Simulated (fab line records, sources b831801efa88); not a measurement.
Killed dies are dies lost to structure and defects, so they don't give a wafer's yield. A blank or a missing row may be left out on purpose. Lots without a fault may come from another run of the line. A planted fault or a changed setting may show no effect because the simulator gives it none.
One fault seen from 2 desks | flow sky130 | each desk has only its own numbers; what lay behind them comes last

THE METROLOGY DESK
What the gauges read, lot by lot, whatever tool the lot ran on: means of the sampled wafers that have a number. A lot is out of limits, marked OUT, if its mean lies more than 4 standard deviations from the usual mean; the brackets give that distance.
Columns: A = PWDE_OVL at SKY_PWDE_OVL_MEAS_07, usual -0.3 nm; B = NWELL_2_TW at SKY_NWELL_TW_MEAS_26, usual 497.4
lot  | first seen here | A    | B
L448 | day 4 02:52     | 3.1  | 496.2
L450 | day 4 12:50     | -0.6 | 495.8
L451 | day 4 21:04     | 0.9  | 498.6
L453 | day 5 05:25     | -0.6 | 497.2
L454 | day 5 10:28     | -0.1 | 500.8
L455 | day 5 14:31     | 0.9  | 494.2
L456 | day 5 22:13     | -1.2 | 496.6
L457 | day 6 06:02     | -0.7 | 495.9
L458 | day 6 16:01     | -0.5 | 503.7
L460 | day 6 23:56     | -0.1 | 499.1
L461 | day 7 05:59     | -0.8 | 500.2
L462 | day 7 10:52     | -1.1 | 497.8
L470 | day 9 09:07     | -0.4 | 494.9
This desk's finding: nothing out of limits on any of the 13 lots.

THE TOOL OWNER'S DESK: rie_si-01
The tool's own readings at SKY_FIELD_ISO_ETCH_17 (etches Si in HBr/Cl2/O2, target depth 342 nm, time 97.7 s): means of the sampled wafers that have a number, for each lot that ran on this tool. A lot is out of limits, marked OUT, if its mean lies more than 4 standard deviations from the usual mean; the brackets give that distance.
Columns: A = drypump_motor_current_A at SKY_FIELD_ISO_ETCH_17, usual 6.1 A; B = oes_product_au at SKY_FIELD_ISO_ETCH_17, usual 0.998 a.u.; C = throttle_valve_pct at SKY_FIELD_ISO_ETCH_17, usual 25.658 %
lot  | first seen here | A   | B                | C
L453 | day 3 11:53     | 6.3 | 0.994            | 25.661
L455 | day 3 22:06     | 6.3 | 1.000            | 25.657
L456 | day 4 03:42     | 6.2 | 1.006            | 25.648
L458 | day 4 14:03     | 6.0 | 0.989            | 25.667
L460 | day 5 00:14     | 5.9 | 0.941 (-5.2) OUT | 25.699
L461 | day 5 06:26     | 6.0 | 0.948 (-4.6) OUT | 25.695
L462 | day 5 09:44     | 6.3 | 0.961            | 25.689
This desk's finding: out of limits on L460, L461; first on L460, day 5 00:14 (oes_product_au at SKY_FIELD_ISO_ETCH_17). In limits: L453, L455, L456, L458, L462.

PUT TOGETHER
The tool owner's desk could have raised an alarm at day 5 00:14, on L460, L461.
The metrology desk saw nothing out of limits.
The metrology desk has L460, L461 on record, within its limits.
Of the lots named, all ran SKY_FIELD_ISO_ETCH_17 on rie_si-01.

WHAT THE SIMULATOR HAD PUT IN
Process parameter drift: rie_si-01, from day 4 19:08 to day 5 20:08, at SKY_FIELD_ISO_ETCH_17. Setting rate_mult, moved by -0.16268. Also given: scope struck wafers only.
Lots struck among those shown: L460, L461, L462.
Hours from the fault's start to each desk's first reading out of limits: the tool owner's desk, 5.
